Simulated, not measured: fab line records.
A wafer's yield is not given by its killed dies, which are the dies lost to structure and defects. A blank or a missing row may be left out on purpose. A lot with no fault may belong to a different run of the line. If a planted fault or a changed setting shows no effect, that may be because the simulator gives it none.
Comparing a struck lot with a sound one || flow gf180mcu || 14 steps out of a route of 602
Sound: these wafers, L335.3, L335.5, L335.6. Struck: wafer L325.3 (left out: L325.2, L325.5 of the same lot, which were not struck); the cause appears at the end.
Per side, at each step with rows, come the tool, then ch with its chambers, and then its first start. Under that, the readings that differ: sound wafers || struck wafers || difference of the means || sigmas: that difference in standard deviations of wafers without a fault.
alike: readings with means less than 2 such deviations apart, plus words and numbers identical on both sides. not compared: withheld readings, readings lacking a value on some wafer, bounds such as >300 that could conceal the same value, and numbers that have no deviation in the record and whose values overlap.
Wherever a step has rows on one side only, a row that says differs or no value, or a row with sigmas, the two part there. Numbers that have no deviation but don't overlap get no sigmas and don't part them. A reading missing from all wafers of one side parts the sides only when that side holds two or more wafers.

first, 4 steps without rows for these wafers: GF_M3_SOFTBAKE_10 (time 60 s); GF_M3_EXPOSE_11 (exposes mask Metal3, target cd 280 nm); GF_M3_PEB_12 (peb time 90 s); GF_M3_DEVELOP_13 (develop time 60 s).
GF_M3_CD_MEAS_14: the cd target is 280 nm.
  sound: cd_sem-01 at day 26 03:47; struck: cd_sem-02 at day 23 01:25
{"reading": "cd_nm (nm)", "sound": "279.3 279.9 279.8", "struck": 282.8, "difference": "+3.1", "sigmas": "+2"}
GF_M3_OVL_MEAS_15:
  sound: overlay-02 at day 26 03:53; struck: overlay-01 at day 23 01:31
  alike: M3_OVL
GF_M3_METAL_ETCH_16: etches the open film in Cl2/BCl3, stops on SiO2, target depth 750.8 nm, time 125.1 s.
  sound on rie_metal-02 ch 0,1, day 26 03:57; struck on rie_metal-04 ch 1, day 23 01:33
  alike: bias_w, drypump_motor_current_A, oes_product_au, throttle_valve_pct
  not compared: rf_hours_counter_h
GF_M3_STRIP_17: strips in O2/N2.
  sound on plasma_asher-02 ch 0,1, day 26 04:04; struck on plasma_asher-02 ch 0, day 23 01:41
  alike: drypump_motor_current_A, heater_power_w, oes_product_au, strip_time_to_endpoint_s
  not compared: rf_hours_counter_h
then, 3 steps without rows for these wafers: GF_M3_STRIP_18 (strips in post etch residue remover, time 1200 s); GF_M3_CLEAN_19 (cleans in DIW); GF_V3_CVD_00 (deposits SiO2, target thk 600 nm, time 100 s).
GF_V3_THK_MEAS_01:
  sound: film_metro-02 at day 26 04:43; struck: film_metro-01 at day 23 02:17
  alike: V3_CVD_00_THK
GF_V3_CVD_02: deposits SiO2 from TEOS, target thk 850 nm, time 94.851 s.
  sound on pecvd-04 ch 1,2, day 26 04:45; struck on pecvd-01 ch 1, day 23 02:20
{"reading": "model.SiO2_of_V3_CVD_02.thk_nm (nm)", "sound": "843.6 867.4 857.3", "struck": 871.6, "difference": "+15.5", "sigmas": ""}
  alike: heater_power_outer_w, heater_power_w
GF_V3_THK_MEAS_03:
  sound: film_metro-01 at day 26 04:50; struck: film_metro-02 at day 23 02:25
  alike: V3_CVD_02_THK

WHERE THEY PART
Within this record, at GF_M3_CD_MEAS_14 only. Later steps at which nothing parts them and some readings are alike: GF_M3_OVL_MEAS_15, GF_M3_METAL_ETCH_16, GF_M3_STRIP_17, GF_V3_THK_MEAS_01, GF_V3_CVD_02, GF_V3_THK_MEAS_03.

WHY: whatever the simulator had introduced
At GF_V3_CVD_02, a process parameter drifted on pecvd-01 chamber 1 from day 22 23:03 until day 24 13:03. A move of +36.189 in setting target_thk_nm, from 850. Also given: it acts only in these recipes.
